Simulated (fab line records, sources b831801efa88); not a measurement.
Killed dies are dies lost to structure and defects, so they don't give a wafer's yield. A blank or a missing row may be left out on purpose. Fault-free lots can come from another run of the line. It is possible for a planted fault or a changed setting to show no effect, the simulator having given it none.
Problem report, 8D (eight disciplines) form, completed by code :: flow sky130 :: the parts of the form that need people (team, actions taken, sign-off) are left out

1. WHAT WENT WRONG
cathode-dc-power-W at SKY_METAL2_SPUTTER_04 reads a mean of 7642.4 W on 2 wafers of 2 lots; wafers without a fault read 6500.1 W with a standard deviation of 1.1. So: +99 or more standard deviations from the usual mean.
The step: material TiN, target thk 70 nm, time 58.3 s.
First observed at day 38 16:16: wafer L688.2, on pvd-sputter-01. The record has a number at this step for 18 wafers belonging to 6 lots. Rule for "out", or "out of limits": more than 4 standard deviations from the usual mean. The other wafers with a number count as sound.

2. WHAT IT IS, WHAT IT ISN'T
question: which readings at this step
is: cathode-dc-power-W
is not: -

question: which lots
is: L688, L693
is not: L674, L678, L684, L696

question: which wafers of those lots
is: L688.2, L693.5
is not: L688.5, L688.6, L693.2, L693.4

question: read on which tools
is: pvd-sputter-01
is not: pvd-sputter-03

question: when
is: from day 38 16:16
is not: up to then (11 sound wafers); but 5 sound wafers of L693, L696 came after

3. WHAT RULES OUT EACH SUSPECT
Counting: if a tool at a process step up to the reading ran every lot that is out, it stays a suspect. Sound lots after the first of them don't rule it out here, since some wafers of a struck lot are sound.
- pvd-sputter-01 at SKY_METAL2_SPUTTER_02 (material AlCu, target thk 250 nm, time 13.3 s): kept. It processed each lot that is out (first: L688, day 38 16:14); up to then, its last sound lot is L684 (day 37 19:44).
- pvd-sputter-01 at SKY_METAL2_SPUTTER_03 (material Ti, target thk 5 nm, time 3.3 s): kept. It processed each lot that is out (first: L688, day 38 16:15); up to then, its last sound lot is L684 (day 37 19:45).
- pvd-sputter-01 at SKY_METAL2_SPUTTER_04 (material TiN, target thk 70 nm, time 58.3 s): kept. It processed each lot that is out (first: L688, day 38 16:16); up to then, its last sound lot is L684 (day 37 19:46). Out on those wafers are its own readings of cathode-dc-power-W.
pvd-sputter-01 at SKY_METAL2_SPUTTER_02, pvd-sputter-01 at SKY_METAL2_SPUTTER_03 and pvd-sputter-01 at SKY_METAL2_SPUTTER_04 are what is left after counting.

4. THE CAUSE (what the simulator had put in)
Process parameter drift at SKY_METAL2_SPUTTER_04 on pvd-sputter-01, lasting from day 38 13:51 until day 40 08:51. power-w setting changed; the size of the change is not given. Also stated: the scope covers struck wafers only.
Counting leaves 3 suspects; this tool is one of them.

5. THE EFFECT CHAIN, in route order
One row per reading whose mean, taken over the struck wafers that have a number, lies over 3 standard deviations from the usual. Readings are gone through only where the record gives a usual standard deviation; hours: the median, over the lots, of the time from a lot's start at the first step in this table giving one to that lot's start at this step; sigmas: the change measured in usual standard deviations.
hours: 0
step: SKY_METAL2_SPUTTER_04
reading: cathode-dc-power-W
usual: 6500.1 W
on struck wafers: 7642.4
change: +1142.2
sigmas: +99 or more
It contains these process steps:
- SKY_METAL2_SPUTTER_04: material TiN, target thk 70 nm, time 58.3 s.
At these later measuring or inspecting steps, every struck wafer for which the step has a row has a number for every such reading, and none has moved that far: SKY_METAL2_RS_MEAS_05, SKY_METAL2_THK_MEAS_06, SKY_METAL2_CD_MEAS_15, SKY_METAL2_OVL_MEAS_16.

6. WHAT WOULD HAVE CAUGHT IT SOONER
First out-of-limits reading in this record: day 38 16:16, which is 2 hours after fault onset at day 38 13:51.
